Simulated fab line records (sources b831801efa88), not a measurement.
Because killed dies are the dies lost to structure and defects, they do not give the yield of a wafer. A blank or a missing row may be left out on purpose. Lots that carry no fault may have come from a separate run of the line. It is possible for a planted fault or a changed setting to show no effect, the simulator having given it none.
A struck lot beside a sound one :: flow sky130 :: 14 out of 708 route steps
Sound: wafers L231.1, L231.2, L231.4. The struck wafers were L248.2, L248.4, L248.6. The cause comes at the end.
At each step with rows: each side's tool, then ch and its chambers, then its first start. Under that, the readings that differ: sound wafers :: struck wafers :: difference of the means :: sigmas: that difference in standard deviations of wafers without a fault.
alike: words and numbers the same on both sides, and readings whose means are apart by under 2 such deviations; not compared: readings that were withheld, readings missing a value for some wafer, numbers with overlapping values and no deviation given by the record, and bounds like >300 which may hide the same value.
Wherever a step has rows on one side only, a row that says differs or no value, or a row with sigmas, the two part there. When numbers do not overlap yet have no deviation, they are printed without sigmas and do not part them. A reading that every wafer of one side lacks parts them only if that side has two wafers or more.

first, 4 steps without rows for these wafers: SKY_VT_ADJUST_PCH_SOFTBAKE_03; SKY_VT_ADJUST_PCH_EXPOSE_04 (exposes mask NWM, target cd 840 nm); SKY_VT_ADJUST_PCH_PEB_05; SKY_VT_ADJUST_PCH_DEVELOP_06 (develop time 60 s).
SKY_VT_ADJUST_PCH_OVL_MEAS_07:
  sound on overlay-02 at day 10 13:59; struck on overlay-02 at day 16 09:54
  alike: VT_ADJUST_PCH_OVL
then, 1 step without rows for these wafers: SKY_VT_ADJUST_PCH_IMPLANT_08.
SKY_VT_ADJUST_PCH_STRIP_09: strips in O2/N2.
  sound on plasma asher-02 ch 0,1, day 10 14:11; struck on plasma asher-03 ch 0,1, day 16 10:05
  alike: drypump motor current A, o2 flow sccm, oes product au, strip time to endpoint s
  not compared: rf hours counter h
SKY_VT_ADJUST_PCH_TW_MEAS_10:
  sound on film metro-01 at day 10 14:17; struck on film metro-01 at day 16 10:11
  alike: VT_ADJUST_PCH_TW
then, 4 steps without rows for these wafers: SKY_SONOS_TUNNEL_DEHYDRATE_00 (time 60 s); SKY_SONOS_TUNNEL_HMDS_01 (prime time 60 s); SKY_SONOS_TUNNEL_COAT_02 (resist thk 1140 nm); SKY_SONOS_TUNNEL_SOFTBAKE_03 (time 60 s).
SKY_SONOS_TUNNEL_EXPOSE_04: exposes mask TUNM, target cd 410 nm.
  sound on iline stepper-02 ch 0, day 11 01:28; struck on iline stepper-02, day 17 00:41
  no value came back on the struck wafers for exposure dose mJ cm2, focus offset nm (nm), sigma outer; on the sound wafers exposure dose mJ cm2 reads 136.01 135.82 136.13
  alike: mask
then, 1 step without rows for these wafers: SKY_SONOS_TUNNEL_PEB_05.

## WHERE THEY PART
Within this record, at SKY_SONOS_TUNNEL_EXPOSE_04 only.

WHY: the cause the simulator had injected
Step skipped in full: iline stepper-02, at SKY_SONOS_TUNNEL_EXPOSE_04, from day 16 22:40 onward. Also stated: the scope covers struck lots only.
